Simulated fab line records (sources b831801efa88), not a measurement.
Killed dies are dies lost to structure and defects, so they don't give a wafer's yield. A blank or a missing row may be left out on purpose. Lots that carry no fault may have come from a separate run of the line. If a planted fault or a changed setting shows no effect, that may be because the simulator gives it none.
fab line records	flow sky130
[record] lots = 7	wafers = 21	last_day = 50
route steps=708 shown LOCAL_INTERCONNECT@394 CONTACT@406 PAD_OPEN@708
lots that met no fault: taken from a fault-free run of the same line
start_h: hours from the record's opening day to when the first of the lot's shown wafers began	wait_h: hours since the lot's step before	" as in the row above	L1.1+2: several wafers, shown together as one row	- either no value or no given start	* or withheld: withheld	< > ~ a bound
route shown NAME@n: names a module that has steps shown in the file, with the first one's number in the route	usual: mean/standard deviation of fault-free wafers	same: alike in all rows	chamber/n: place in a boat	sites: per-site readings	_std_site: how widely they spread, as a standard deviation	_edge_site: mean of outer sites minus mean of inner sites	radius_mm: how far each site lies from the wafer's centre	mask NAME#n: copy n	behind: the tool/chamber that last shaped the wafer	hold: cause of the lot's hold/its duration in hours/its outcome	device: which transistor (n, p or np) failed to switch	end of line: tests of these same wafers at the route's end	a step with no rows: only its recipe	killed: dies lost to structure and defects at the first sort, not the wafer's yield	map: the dies of a wafer, with x for killed, . for not killed, _ for no die there
set.NAME: the setting the step ran with; set.NAME@STEP: the setting that earlier step ran with	model.NAME: the simulator's own value behind a step, which no gauge read
certain route steps with their lots: each step a table, each wafer a row
services: from which hour (start_h, from the record's first day; less than 0 if before it) a tool's chamber was out of use, for how many hours, and why
[[steps]]
[step SKY_LOCAL_INTERCONNECT_SOFTBAKE_07]
[recipe] temp_c = 100	time_s = 90	resist = KrF-thick
[step SKY_LOCAL_INTERCONNECT_EXPOSE_08]
[recipe] mask_id = LI1M	na = 0.8	source_shape = annular	sigma_inner = 0.55	sigma_outer = 0.85	target_cd_nm = 170	dose_mj = 28
[step SKY_LOCAL_INTERCONNECT_PEB_09]
[recipe] peb_temp_c = withheld	peb_time_s = withheld	resist = KrF-thick
[step SKY_LOCAL_INTERCONNECT_DEVELOP_10]
[recipe] develop_time_s = 60	resist = KrF-thick	dev_temp_c = 21
[step SKY_LOCAL_INTERCONNECT_CD_MEAS_11]
[recipe] target_cd_nm = 170
[usual] cd_nm = 169.1/1.2
lot.wafer	tool	chamber	start_h	wait_h	cd_nm
L796.1	cd_sem-01	-	736.20	-	167.5
L796.5	"	-	"	"	166.7
L796.6	"	-	"	"	166.7
L797.2	cd_sem-02	-	741.72	-	170.4
L797.3	"	-	"	"	170.3
L797.6	"	-	"	"	172.0
L798.4	cd_sem-02	-	755.01	-	167.8
L798.5	"	-	"	"	166.9
L798.6	"	-	"	"	169.0
L800.1	cd_sem-01	-	767.20	-	168.9
L800.2	"	-	"	"	169.2
L800.5	"	-	"	"	169.7
L811.1	cd_sem-02	-	849.50	-	169.3
L811.5	"	-	"	"	169.5
L811.6	"	-	"	"	169.7
L812.1	cd_sem-01	-	865.10	-	167.8
L812.2	"	-	"	"	168.4
L812.6	"	-	"	"	168.2
L815.3	cd_sem-01	-	878.81	-	168.6
L815.4	"	-	"	"	166.1
L815.6	"	-	"	"	169.0
[step SKY_LOCAL_INTERCONNECT_OVL_MEAS_12]
[usual] LOCAL_INTERCONNECT_OVL = -1/6.3
lot.wafer	tool	chamber	start_h	wait_h	LOCAL_INTERCONNECT_OVL[nm]
L796.1	overlay-01	-	736.32	0.1	3
L796.5	"	-	"	"	1
L796.6	"	-	"	"	5
L797.2	overlay-02	-	741.82	0.1	2
L797.3	"	-	"	"	-14
L797.6	"	-	"	"	-5
L798.4	overlay-02	-	755.09	0.1	-8
L798.5	"	-	"	"	-16
L798.6	"	-	"	"	-4
L800.1	overlay-01	-	767.32	0.1	0
L800.2	"	-	"	"	-13
L800.5	"	-	"	"	4
L811.1	overlay-02	-	849.62	0.1	-2
L811.5	"	-	"	"	-5
L811.6	"	-	"	"	-9
L812.1	overlay-02	-	865.22	0.1	-5
L812.2	"	-	"	"	8
L812.6	"	-	"	"	12
L815.3	overlay-01	-	878.91	0.1	-9
L815.4	"	-	"	"	7
L815.6	"	-	"	"	1
[step SKY_LOCAL_INTERCONNECT_ETCH_13]
[recipe] chemistry = N2/H2	target = BARC	ion_energy_ev = 200	bias_w = 100	pressure_mtorr = 30	n2_flow_sccm = 100	h2_flow_sccm = 200	icp_w = 500	stop_on = SiO2	time_s = 45.9	target_depth_a = 600
[usual] drypump_motor_current_A = 5.7/0.41	oes_product_au = 0.854/0.0049	throttle_valve_pct = 13.224/0.0097
lot.wafer	tool	chamber	start_h	wait_h	drypump_motor_current_A	oes_product_au	rf_hours_counter_h	throttle_valve_pct
L796.1	rie_metal-01	0	736.35	0.0	5.6	0.855	3	13.225
L796.5	"	0	"	"	5.6	0.855	-	13.233
L796.6	"	1	"	"	5.1	0.857	-	13.216
L797.2	rie_metal-04	1	741.85	0.0	5.8	0.856	0	13.220
L797.3	"	1	"	"	5.8	0.856	-	13.211
L797.6	"	0	"	"	5.7	0.851	-	13.220
L798.4	rie_metal-02	1	755.13	0.0	6.3	0.861	-	13.232
L798.5	"	0	"	"	6.0	0.856	-	13.222
L798.6	"	1	"	"	6.3	0.848	-	13.221
L800.1	rie_metal-01	1	767.35	0.0	5.1	0.852	12	13.241
L800.2	"	0	"	"	5.6	0.856	4	13.219
L800.5	"	0	"	"	5.6	0.850	-	13.235
L811.1	rie_metal-01	1	849.65	0.0	5.1	0.849	15	13.235
L811.5	"	0	"	"	5.6	0.851	-	13.220
L811.6	"	1	"	"	5.1	0.857	-	13.229
L812.1	rie_metal-01	1	865.25	0.0	5.1	0.850	16	13.235
L812.2	"	1	"	"	5.1	0.847	-	13.228
L812.6	"	1	"	"	5.1	0.854	-	13.229
L815.3	rie_metal-01	1	878.97	0.1	5.1	0.857	-	13.218
L815.4	"	1	"	"	5.1	0.865	-	13.212
L815.6	"	1	"	"	5.1	0.856	-	13.225
[step SKY_LOCAL_INTERCONNECT_METAL_ETCH_14]
[recipe] target_depth_nm = 110	stop_on = PSG	chemistry = Cl2/BCl3	target = TiN	resist_sidewall_deg = 88	pressure_mtorr = 10	icp_w = 900	bias_w = 48.5	Cl2_flow_sccm = 60	bcl3_flow_sccm = 30	time_s = 31.4
[step SKY_LOCAL_INTERCONNECT_STRIP_15]
[recipe] chemistry = O2/N2	power_w = 1400	pressure_mtorr = 1500	platen_temp_c = withheld	o2_flow_sccm = 3000	n2_flow_sccm = 300	overash_fraction = 0.5
[usual] drypump_motor_current_A = 6.1/0.49	oes_product_au = 0.427/0.0044	strip_time_to_endpoint_s = 4.726/0.018
lot.wafer	tool	chamber	start_h	wait_h	drypump_motor_current_A	oes_product_au	rf_hours_counter_h	strip_time_to_endpoint_s
L796.1	plasma_asher-04	1	736.47	0.0	6.0	0.429	94	4.752
L796.5	"	0	"	"	6.5	0.428	-	4.724
L796.6	"	1	"	"	6.0	0.428	-	4.717
L797.2	plasma_asher-02	0	741.97	0.0	5.1	0.427	64	4.754
L797.3	"	0	"	"	5.1	0.430	-	4.752
L797.6	"	1	"	"	6.6	0.419	-	4.708
L798.4	plasma_asher-02	0	755.25	0.1	5.1	0.425	-	4.739
L798.5	"	0	"	"	5.1	0.432	-	4.720
L798.6	"	1	"	"	6.7	0.420	-	4.752
L800.1	plasma_asher-04	0	767.47	0.0	6.5	0.429	94	4.734
L800.2	"	1	"	"	6.0	0.432	94	4.727
L800.5	"	1	"	"	6.0	0.425	-	4.737
L811.1	plasma_asher-04	0	849.77	0.0	6.5	0.424	103	4.719
L811.5	"	1	"	"	6.0	0.428	-	4.709
L811.6	"	0	"	"	6.5	0.436	-	4.729
L812.1	plasma_asher-02	0	865.48	0.1	5.1	0.431	78	4.733
L812.2	"	1	"	"	6.6	0.430	78	4.716
L812.6	"	0	"	"	5.1	0.427	-	4.746
L815.3	plasma_asher-04	1	879.19	0.1	6.0	0.420	-	4.731
L815.4	"	0	"	"	6.5	0.431	-	4.743
L815.6	"	1	"	"	6.0	0.424	-	4.729
[step SKY_LOCAL_INTERCONNECT_STRIP_16]
[recipe] chemistry = post_etch_residue_remover	time_s = 1200	temp_c = 72.5
[step SKY_LOCAL_INTERCONNECT_CLEAN_17]
[recipe] chemistry = IPA	time_s = 180	temp_c = 25
[step SKY_LOCAL_INTERCONNECT_CLEAN_18]
[recipe] chemistry = O3/DIW	dry = n2_spin
[step SKY_CONTACT_CVD_00]
[recipe] material = Si3N4	target_thk_nm = 75	temp_c = 400	time_s = withheld	rf_w = 450
[usual] heater_power_outer_w = 408/51	heater_power_w = 670/86
lot.wafer	tool	chamber	start_h	wait_h	heater_power_outer_w	heater_power_w	model.Si3N4_of_CONTACT_CVD_00.thk_nm
L796.1	pecvd-04	0	737.09	0.0	526	867	75.12
L796.5	"	2	"	"	367	567	85.85
L796.6	"	0	"	"	520	867	76.02
L797.2	pecvd-04	1	742.56	0.0	343	591	74.24
L797.3	"	2	"	"	350	566	84.25
L797.6	"	2	"	"	359	560	85.85
L798.4	pecvd-04	2	756.32	0.0	397	618	85.37
L798.5	"	0	"	"	509	850	75.75
L798.6	"	1	"	"	354	599	75.31
L800.1	pecvd-01	2	768.49	0.0	410	717	74.93
L800.2	"	0	"	"	367	656	73.22
L800.5	"	0	"	"	373	651	76.16
L811.1	pecvd-03	1	850.36	0.0	406	634	75.46
L811.5	"	2	"	"	429	651	76.65
L811.6	"	1	"	"	402	640	77.01
L812.1	pecvd-04	1	866.12	0.0	361	624	76
L812.2	"	0	"	"	540	864	73.12
L812.6	"	0	"	"	527	874	75.54
L815.3	pecvd-04	0	879.75	0.0	461	792	72.94
L815.4	"	0	"	"	480	782	74.53
L815.6	"	1	"	"	397	691	74.93
[step SKY_CONTACT_THK_MEAS_01]
[recipe] reads = Si3N4_of_CONTACT_CVD_00
[usual] CONTACT_CVD_00_THK = 75.2/1
lot.wafer	tool	chamber	start_h	wait_h	CONTACT_CVD_00_THK[nm]
L796.1	film_metro-01	-	737.12	-	75.1
L796.5	"	-	"	"	85.9
L796.6	"	-	"	"	76.0
L797.2	film_metro-02	-	742.60	-	74.2
L797.3	"	-	"	"	84.3
L797.6	"	-	"	"	85.8
L798.4	film_metro-03	-	756.37	-	85.4
L798.5	"	-	"	"	75.7
L798.6	"	-	"	"	75.3
L800.1	film_metro-01	-	768.52	-	74.9
L800.2	"	-	"	"	73.2
L800.5	"	-	"	"	76.1
L811.1	film_metro-02	-	850.39	-	75.5
L811.5	"	-	"	"	76.6
L811.6	"	-	"	"	77.1
L812.1	film_metro-02	-	866.17	-	76.0
L812.2	"	-	"	"	73.2
L812.6	"	-	"	"	75.5
L815.3	film_metro-03	-	879.80	-	72.9
L815.4	"	-	"	"	74.5
L815.6	"	-	"	"	74.9
[step SKY_CONTACT_HDPCVD_02]
[recipe] material = SiO2	target_thk_nm = 565	sigma_open_frac = 0.3	time_s = 94.2	temp_c = 600	sih4_flow_sccm = 60	pressure_mtorr = 6
[step SKY_CONTACT_THK_MEAS_03]
[recipe] reads = SiO2_of_CONTACT_HDPCVD_02
[usual] CONTACT_HDPCVD_THK = 563/4.9
lot.wafer	tool	chamber	start_h	wait_h	CONTACT_HDPCVD_THK[nm]
L796.1	film_metro-03	-	737.25	0.0	566
L796.5	"	-	"	"	566
L796.6	"	-	"	"	563
L797.2	film_metro-01	-	742.73	0.0	561
L797.3	"	-	"	"	560
L797.6	"	-	"	"	560
L798.4	film_metro-01	-	756.49	0.0	557
L798.5	"	-	"	"	550
L798.6	"	-	"	"	558
L800.1	film_metro-03	-	768.65	0.0	569
L800.2	"	-	"	"	565
L800.5	"	-	"	"	569
L811.1	film_metro-02	-	850.52	0.0	558
L811.5	"	-	"	"	566
L811.6	"	-	"	"	561
L812.1	film_metro-03	-	866.30	0.0	569
L812.2	"	-	"	"	565
L812.6	"	-	"	"	558
L815.3	film_metro-02	-	879.93	0.1	571
L815.4	"	-	"	"	566
L815.6	"	-	"	"	570
[step SKY_CONTACT_CMP_04]
[recipe] material = SiO2	down_force_psi = 4	platen_rpm = 60	pad_velocity_m_s = 0.94248
[usual] motor_current_A = 11.4/1.2
lot.wafer	tool	chamber	start_h	wait_h	motor_current_A
L796.1	cmp-01	1	737.46	0.2	11.7
L796.5	"	2	"	"	12.0
L796.6	"	3	"	"	10.0
L797.2	cmp-01	0	742.78	0.0	10.8
L797.3	"	2	"	"	11.8
L797.6	"	0	"	"	10.0
L798.4	cmp-01	2	756.62	0.1	12.5
L798.5	"	0	"	"	9.9
L798.6	"	1	"	"	12.1
L800.2	cmp-01	2	770.08	1.4	12.1
L800.1	"	3	"	"	10.7
L800.5	"	0	"	"	10.5
L811.1	cmp-02	1	850.68	0.1	10.0
L811.5	"	3	"	"	11.9
L811.6	"	0	"	"	12.1
L812.2	cmp-02	3	866.46	0.1	12.1
L812.1	"	0	"	"	12.4
L812.6	"	1	"	"	10.5
L815.3	cmp-02	1	880.02	0.1	10.1
L815.4	"	2	"	"	14.0
L815.6	"	0	"	"	12.5
[step SKY_CONTACT_BOW_MEAS_05]
[recipe] mode = bow
[usual] CONTACT_BOW = 82/6.5
lot.wafer	tool	chamber	start_h	wait_h	CONTACT_BOW[um]
L796.1	film_metro-03	-	737.61	0.1	84
L796.5	"	-	"	"	76
L796.6	"	-	"	"	84
L797.2	film_metro-03	-	743.10	0.3	75
L797.3	"	-	"	"	70
L797.6	"	-	"	"	80
L798.4	film_metro-02	-	756.88	0.2	89
L798.5	"	-	"	"	89
L798.6	"	-	"	"	83
L800.1	film_metro-01	-	770.28	0.1	69
L800.2	"	-	"	"	87
L800.5	"	-	"	"	79
L811.1	film_metro-02	-	850.88	0.1	88
L811.5	"	-	"	"	84
L811.6	"	-	"	"	76
L812.1	film_metro-02	-	866.66	0.1	87
L812.2	"	-	"	"	88
L812.6	"	-	"	"	87
L815.3	film_metro-03	-	880.31	0.2	79
L815.4	"	-	"	"	73
L815.6	"	-	"	"	79
[step SKY_CONTACT_DEHYDRATE_06]
[recipe] temp_c = 200	time_s = 60
[step SKY_CONTACT_HMDS_07]
[recipe] prime_time_s = 60	prime_temp_c = 120
[step SKY_CONTACT_COAT_08]
[recipe] resist = BARC	temp_c = withheld	time_s = withheld	spin_rpm = 3000	resist_thk_nm = 60
[step SKY_CONTACT_COAT_09]
[recipe] resist = KrF-thick	spin_rpm = 3000	resist_thk_nm = 450
[step SKY_CONTACT_SOFTBAKE_10]
[recipe] temp_c = 100	time_s = 90	resist = KrF-thick
[step SKY_CONTACT_EXPOSE_11]
[recipe] mask_id = CTM1	na = 0.8	source_shape = annular	sigma_inner = 0.55	sigma_outer = 0.85	target_cd_nm = 170	dose_mj = 38
[step SKY_CONTACT_PEB_12]
[recipe] peb_temp_c = withheld	peb_time_s = withheld	resist = KrF-thick
[step SKY_CONTACT_DEVELOP_13]
[recipe] develop_time_s = 60	resist = KrF-thick	dev_temp_c = 21
[step SKY_CONTACT_CD_MEAS_14]
[recipe] target_cd_nm = 170
[usual] cd_nm = 170.4/1.6
lot.wafer	tool	chamber	start_h	wait_h	cd_nm
L796.1	cd_sem-02	-	764.73	-	171.2
L796.5	"	-	"	"	172.7
L796.6	"	-	"	"	173.1
L797.2	cd_sem-01	-	769.77	-	169.9
L797.3	"	-	"	"	170.3
L797.6	"	-	"	"	170.3
L798.4	cd_sem-02	-	782.76	-	167.8
L798.5	"	-	"	"	167.9
L798.6	"	-	"	"	167.5
L800.1	cd_sem-01	-	796.63	-	170.8
L800.2	"	-	"	"	172.5
L800.5	"	-	"	"	168.3
L811.1	cd_sem-02	-	877.75	-	169.3
L811.5	"	-	"	"	168.2
L811.6	"	-	"	"	168.1
L812.1	cd_sem-02	-	892.47	-	171.7
L812.2	"	-	"	"	172.0
L812.6	"	-	"	"	171.2
L815.3	cd_sem-01	-	906.11	-	170.7
L815.4	"	-	"	"	172.3
L815.6	"	-	"	"	170.6
[step SKY_CONTACT_OVL_MEAS_15]
[usual] CONTACT_OVL = -4/6
lot.wafer	tool	chamber	start_h	wait_h	CONTACT_OVL[nm]
L796.1	overlay-02	-	764.85	0.1	6
L796.5	"	-	"	"	2
L796.6	"	-	"	"	-9
L797.2	overlay-01	-	769.87	0.1	6
L797.3	"	-	"	"	-8
L797.6	"	-	"	"	-7
L798.4	overlay-01	-	782.84	0.1	7
L798.5	"	-	"	"	3
L798.6	"	-	"	"	2
L800.1	overlay-01	-	796.75	0.1	-2
L800.2	"	-	"	"	3
L800.5	"	-	"	"	7
L811.1	overlay-01	-	877.87	0.1	1
L811.5	"	-	"	"	-1
L811.6	"	-	"	"	-9
L812.1	overlay-02	-	892.59	0.1	-2
L812.2	"	-	"	"	0
L812.6	"	-	"	"	-4
L815.3	overlay-02	-	906.21	0.1	-14
L815.4	"	-	"	"	-8
L815.6	"	-	"	"	-14
[step SKY_CONTACT_ETCH_16]
[recipe] chemistry = N2/H2	target = BARC	ion_energy_ev = 200	source_w = 500	bias_w = 100	pressure_mtorr = 30	n2_flow_sccm = 100	h2_flow_sccm = 200	stop_on = SiO2	time_s = 45.9	target_depth_a = 600
[usual] drypump_motor_current_A = 5.9/0.58	oes_product_au = 0.855/0.0048	throttle_valve_pct = 13.226/0.0093
lot.wafer	tool	chamber	start_h	wait_h	drypump_motor_current_A	oes_product_au	rf_hours_counter_h	throttle_valve_pct
L796.1	rie_diel-02	3	764.88	0.0	5.5	0.852	13	13.218
L796.5	"	3	"	"	5.5	0.853	-	13.229
L796.6	"	0	"	"	5.0	0.853	-	13.246
L797.2	rie_diel-01	2	769.90	0.0	6.4	0.856	13	13.232
L797.3	"	1	"	"	5.8	0.852	20	13.224
L797.6	"	0	"	"	6.7	0.847	-	13.227
L798.4	rie_diel-03	2	782.85	0.0	5.9	0.855	2	13.222
L798.5	"	2	"	"	5.9	0.859	-	13.220
L798.6	"	1	"	"	6.8	0.856	-	13.228
L800.1	rie_diel-02	2	796.78	0.0	6.2	0.852	1	13.232
L800.2	"	3	"	"	5.5	0.858	14	13.220
L800.5	"	0	"	"	5.0	0.857	-	13.219
L811.1	rie_diel-03	3	877.90	0.0	6.1	0.861	9	13.231
L811.5	"	1	"	"	6.8	0.854	-	13.213
L811.6	"	2	"	"	5.9	0.856	-	13.220
L812.1	rie_diel-03	0	892.63	0.0	5.6	0.862	25	13.215
L812.2	"	3	"	"	6.1	0.860	10	13.202
L812.6	"	2	"	"	5.9	0.859	-	13.238
L815.3	rie_diel-02	1	906.23	0.0	4.9	0.852	8	13.224
L815.4	"	2	"	"	6.2	0.860	4	13.212
L815.6	"	0	"	"	5.0	0.851	-	13.219
[step SKY_CONTACT_ETCH_17]
[recipe] target = SiO2	chemistry = C4F8/O2/Ar	stop_on = Si3N4	mask_material = KrF-thick	source_w = 1500	bias_w = 1200	pressure_mtorr = 40	c4f8_flow_sccm = withheld	O2_flow_sccm = 6	Ar_flow_sccm = 300	time_s = withheld	target_depth_a = 3400
[usual] oes_product_au = 0.891/0.0051
lot.wafer	tool	chamber	start_h	wait_h	oes_product_au
L796.1	rie_diel-02	3	764.93	0.0	0.895
L796.5	"	3	"	"	0.894
L796.6	"	0	"	"	0.890
L797.2	rie_diel-01	2	769.95	0.0	0.896
L797.3	"	1	"	"	0.889
L797.6	"	0	"	"	0.891
L798.4	rie_diel-03	2	782.90	0.0	0.892
L798.5	"	2	"	"	0.897
L798.6	"	1	"	"	0.894
L800.1	rie_diel-02	2	796.83	0.0	0.895
L800.2	"	3	"	"	0.889
L800.5	"	0	"	"	0.890
L811.1	rie_diel-03	3	877.95	0.0	0.892
L811.5	"	1	"	"	0.898
L811.6	"	2	"	"	0.889
L812.1	rie_diel-03	0	892.67	0.0	0.892
L812.2	"	3	"	"	0.886
L812.6	"	2	"	"	0.885
L815.3	rie_diel-02	1	906.27	0.0	0.885
L815.4	"	2	"	"	0.890
L815.6	"	0	"	"	0.892
[step SKY_CONTACT_ETCH_18]
[recipe] target = Si3N4	chemistry = CHF3/O2	stop_on = TiN	source_w = 600	bias_w = 200	pressure_mtorr = 40	chf3_flow_sccm = 50	O2_flow_sccm = 5	time_s = 39	target_depth_a = 750
[usual] drypump_motor_current_A = 5.9/0.58	oes_product_au = 0.856/0.0078	throttle_valve_pct = 8.794/0.01
lot.wafer	tool	chamber	start_h	wait_h	drypump_motor_current_A	oes_product_au	rf_hours_counter_h	throttle_valve_pct	model.etch.depth_nm
L796.1	rie_diel-02	3	-	-	5.5	0.852	13	8.805	75.12
L796.5	"	3	"	"	5.4	0.928	-	8.794	85.85
L796.6	"	0	"	"	5.0	0.858	-	8.790	76.02
L797.2	rie_diel-01	2	-	-	6.4	0.853	13	8.806	74.24
L797.3	"	1	"	"	5.8	0.911	20	8.816	84.25
L797.6	"	0	"	"	6.7	0.923	-	8.811	85.85
L798.4	rie_diel-03	2	-	-	5.9	0.923	2	8.814	85.37
L798.5	"	2	"	"	5.9	0.867	-	8.793	75.75
L798.6	"	1	"	"	6.8	0.861	-	8.802	75.31
L800.1	rie_diel-02	2	-	-	6.1	0.859	1	8.782	74.93
L800.2	"	3	"	"	5.4	0.843	14	8.794	73.22
L800.5	"	0	"	"	5.0	0.864	-	8.790	76.16
L811.1	rie_diel-03	3	-	-	6.1	0.863	9	8.790	75.46
L811.5	"	1	"	"	6.8	0.872	-	8.788	76.65
L811.6	"	2	"	"	5.9	0.869	-	8.805	77.01
L812.1	rie_diel-03	0	-	-	5.6	0.863	25	8.787	76
L812.2	"	3	"	"	6.1	0.849	10	8.797	73.12
L812.6	"	2	"	"	5.9	0.867	-	8.793	75.54
L815.3	rie_diel-02	1	-	-	4.9	0.838	8	8.807	72.94
L815.4	"	2	"	"	6.2	0.860	4	8.786	74.53
L815.6	"	0	"	"	5.0	0.856	-	8.814	74.93
[step SKY_CONTACT_STRIP_19]
[recipe] chemistry = O2/N2	power_w = 1400	pressure_mtorr = 1500	platen_temp_c = withheld	o2_flow_sccm = 3000	n2_flow_sccm = 300	overash_fraction = 0.5
[step SKY_PAD_OPEN_PROBE_99]
[usual] killed_at_M0_to_M3 = 43/7.3	killed_at_M4_up = 3.2/1.9	killed_at_contacts = 25/5.4	killed_at_front_end = 16/4.4	killed_at_other = 0.4/0.66	killed_dies = 87/11	killed_open = 48/7.9	killed_short = 39/6.5
[same] gross_dies = 492	killed_at_back_side = 0
lot.wafer	tool	chamber	start_h	wait_h	killed_at_M0_to_M3	killed_at_M4_up	killed_at_contacts	killed_at_front_end	killed_at_other	killed_dies	killed_open	killed_short
L797.2	prober-02	-	1107.57	0.1	41	2	19	22	2	86	46	39
L797.3	prober-02	-	1107.62	0.2	46	2	34	13	0	95	61	34
L797.6	prober-02	-	1107.77	0.2	58	2	31	22	0	113	59	54
L798.4	prober-01	-	1115.77	0.2	41	2	24	9	0	76	43	33
L798.5	prober-01	-	1115.82	0.2	37	2	18	10	0	67	39	28
L798.6	prober-01	-	1115.87	0.2	45	1	20	13	1	80	47	33
L815.4	prober-01	-	1205.10	0.2	58	8	32	19	0	117	64	53
L815.6	prober-01	-	1205.20	0.2	47	1	24	20	1	93	47	45
// killed by level:class
L797.2 POLY_GATE:geometric_particle:open=9 CONTACT:geometric_particle:open=9 VIA3:geometric_particle:open=7 VIA3:geometric_particle:short=6 VIA1:geometric_particle:open=6 POLY_GATE:geometric_particle:short=5 CONTACT:geometric_particle:short=5 VIA1:geometric_particle:short=5
L797.3 CONTACT:geometric_particle:open=16 VIA1:geometric_particle:open=10 CONTACT:geometric_particle:short=8 VIA2:geometric_particle:open=8 METAL2:geometric_particle:short=7 VIA3:geometric_particle:open=6 LI_CONTACT:geometric_particle:open=4 METAL1:geometric_particle:short=4
L797.6 VIA1:geometric_particle:open=12 CONTACT:geometric_particle:open=10 VIA3:geometric_particle:open=10 METAL2:geometric_particle:short=8 METAL1:geometric_particle:short=8 LI_CONTACT:geometric_particle:open=7 FIELD_ISO:geometric_particle:short=6 VIA1:geometric_particle:short=6
L798.4 CONTACT:geometric_particle:open=9 VIA1:geometric_particle:open=8 VIA3:geometric_particle:open=8 METAL1:geometric_particle:short=7 VIA1:geometric_particle:short=7 LI_CONTACT:geometric_particle:short=5 LI_CONTACT:geometric_particle:open=5 VIA2:geometric_particle:open=5
L798.5 CONTACT:geometric_particle:open=9 VIA1:geometric_particle:open=7 METAL2:geometric_particle:short=6 VIA1:geometric_particle:short=5 LI_CONTACT:geometric_particle:open=5 METAL1:geometric_particle:open=4 VIA3:geometric_particle:open=4 METAL1:geometric_particle:short=3
L798.6 VIA1:geometric_particle:open=10 CONTACT:geometric_particle:open=8 VIA3:geometric_particle:open=7 VIA1:geometric_particle:short=7 FIELD_ISO:geometric_particle:open=6 VIA2:geometric_particle:open=6 LI_CONTACT:geometric_particle:open=5 CONTACT:geometric_particle:short=5
L815.4 CONTACT:geometric_particle:open=16 VIA3:geometric_particle:open=10 METAL1:geometric_particle:short=8 VIA1:geometric_particle:open=8 VIA1:geometric_particle:short=8 CONTACT:geometric_particle:short=7 METAL2:geometric_particle:short=7 FIELD_ISO:geometric_particle:open=6
L815.6 VIA1:geometric_particle:open=11 CONTACT:geometric_particle:short=7 METAL1:geometric_particle:short=7 VIA2:geometric_particle:open=7 FIELD_ISO:geometric_particle:open=5 LI_CONTACT:geometric_particle:open=5 CONTACT:geometric_particle:open=5 METAL2:geometric_particle:short=5
[[services]]
tool	chamber	start_h	hours	kind
rie_diel-03	2	737.54	2.6	repair
rie_diel-03	1	738.64	13.3	repair
plasma_asher-04	-	739.17	28.1	pm
cmp-01	-	744.28	4.0	pm
cmp-02	-	745.99	28.9	repair
rie_diel-01	3	755.92	11.7	repair
rie_diel-03	0	760.18	2.3	repair
cmp-02	-	762.36	4.1	repair
cmp-01	-	768.26	1.4	repair
rie_diel-02	0	770.72	1.8	repair
pecvd-04	-	805.22	0.5	repair
cmp-01	-	820.14	0.9	repair
rie_diel-02	0	820.93	12.0	repair
cmp-01	-	820.98	0.3	repair
cmp-01	-	839.81	2.3	repair
rie_metal-01	0	856.01	57.2	repair
cmp-01	-	856.67	0.2	repair
pecvd-04	1	858.01	7.6	repair
cmp-01	-	858.48	1.2	repair
rie_metal-01	1	861.02	3.1	repair
cmp-01	-	902.00	2.3	repair
pecvd-04	0	904.06	6.7	repair
rie_diel-03	1	904.82	6.8	repair
pecvd-04	2	904.84	7.9	repair
[[key]]
[first_sign] step = SKY_CONTACT_THK_MEAS_01	reading = CONTACT_CVD_00_THK	direction = up	sigmas = 10	usual = 75.2	struck = 85.3
[effect] step = SKY_CONTACT_ETCH_18	reading = oes_product_au	direction = up	sigmas = 8.3	usual = 0.856	struck = 0.921
[model_effect] step = SKY_CONTACT_CVD_00	value = Si3N4_of_CONTACT_CVD_00.thk_nm	without = 76.27	struck = 85.33
[model_effect] step = SKY_CONTACT_ETCH_18	value = etch.depth_nm	without = 76.27	struck = 85.33
met_at SKY_CONTACT_CVD_00
struck_wafers L796.5,L797.3,L797.6,L798.4
tester_left_out L796,L797,L798
[fault] kind = process_parameter_drift	tool = pecvd-04	chamber = 2	onset_h = 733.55	steps = SKY_CONTACT_CVD_00	channel = time_s	offset = withheld	shape = step	end_h = 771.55	acts_in = *
// tester_left_out: of these lots the tester's yield and bins aren't shown, on N5 and GAA mostly nor the transistor test; their killed dies are dies lost to structure and defects alone, not to doping, threshold or leakage, so they don't give the yield
